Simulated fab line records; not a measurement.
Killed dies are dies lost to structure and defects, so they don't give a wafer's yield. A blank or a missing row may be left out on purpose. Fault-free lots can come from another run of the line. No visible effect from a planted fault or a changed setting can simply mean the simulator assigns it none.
Chamber matching / flow gf180mcu / 4 sister chambers for GF_V5_CMP_26 on cmp-01
The step polishes, stops on SiO2, t overpolish 15 s, target thk 0 nm. 8 wafers are shown with their chamber, then 12 later ones without.

## EACH WAFER AND ITS CHAMBER
wafer=L085.1; chamber=0; motor current A (A)=10.0; time to endpoint s (s)=87
wafer=L085.5; chamber=0; motor current A (A)=9.9; time to endpoint s (s)=87
wafer=L086.4; chamber=3; motor current A (A)=13.6; time to endpoint s (s)=92
wafer=L086.5; chamber=2; motor current A (A)=12.9; time to endpoint s (s)=85
wafer=L086.6; chamber=1; motor current A (A)=9.2; time to endpoint s (s)=86
wafer=L087.1; chamber=2; motor current A (A)=12.6; time to endpoint s (s)=81
wafer=L087.2; chamber=3; motor current A (A)=12.6; time to endpoint s (s)=89
wafer=L087.4; chamber=1; motor current A (A)=9.2; time to endpoint s (s)=85

## WAFERS WITH NO CHAMBER GIVEN
wafer=L089.2; motor current A (A)=9.7; time to endpoint s (s)=86
wafer=L089.4; motor current A (A)=9.8; time to endpoint s (s)=85
wafer=L089.6; motor current A (A)=13.6; time to endpoint s (s)=81
wafer=L093.2; motor current A (A)=9.7; time to endpoint s (s)=89
wafer=L093.3; motor current A (A)=9.7; time to endpoint s (s)=89
wafer=L093.6; motor current A (A)=11.9; time to endpoint s (s)=85
wafer=L094.2; motor current A (A)=12.8; time to endpoint s (s)=93
wafer=L094.5; motor current A (A)=9.6; time to endpoint s (s)=87
wafer=L094.6; motor current A (A)=12.2; time to endpoint s (s)=84
wafer=L096.1; motor current A (A)=12.5; time to endpoint s (s)=89
wafer=L096.2; motor current A (A)=9.8; time to endpoint s (s)=93
wafer=L096.6; motor current A (A)=9.3; time to endpoint s (s)=94

## WHICH CHAMBER EACH ONE RAN IN
wafer=L089.2; from the rows above=can't be placed: 0 or 1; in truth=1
wafer=L089.4; from the rows above=can't be placed: 0 or 1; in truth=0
wafer=L089.6; from the rows above=2; in truth=2
wafer=L093.2; from the rows above=can't be placed: 0 or 1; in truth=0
wafer=L093.3; from the rows above=can't be placed: 0 or 1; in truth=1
wafer=L093.6; from the rows above=can't be placed: 2 or 3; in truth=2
wafer=L094.2; from the rows above=3; in truth=3
wafer=L094.5; from the rows above=can't be placed: 0 or 1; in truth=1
wafer=L094.6; from the rows above=2; in truth=2
wafer=L096.1; from the rows above=can't be placed: 3 or 2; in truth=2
wafer=L096.2; from the rows above=can't be placed: 0 or 1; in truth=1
wafer=L096.6; from the rows above=can't be placed: 0 or 1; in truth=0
Placed correctly: 3 of 12. Cannot be placed on the basis of these rows: 9; the candidates contain the true chamber in 9. Placed wrongly: 0.
How it was worked out, from the rows above alone: a wafer's distance from a chamber is the root of the sum, over the readings, of the square of ((its reading less the chamber's mean) divided by the reading's scatter). If the next closest chamber is less than 2 further off than the closest, the wafer can't be placed; otherwise it belongs to the closest. Each chamber's mean is taken over the wafers shown for it. The scatter: take each reading less its chamber's mean, square it, sum over the shown wafers, divide by the number of wafers less the number of chambers, and take the root.
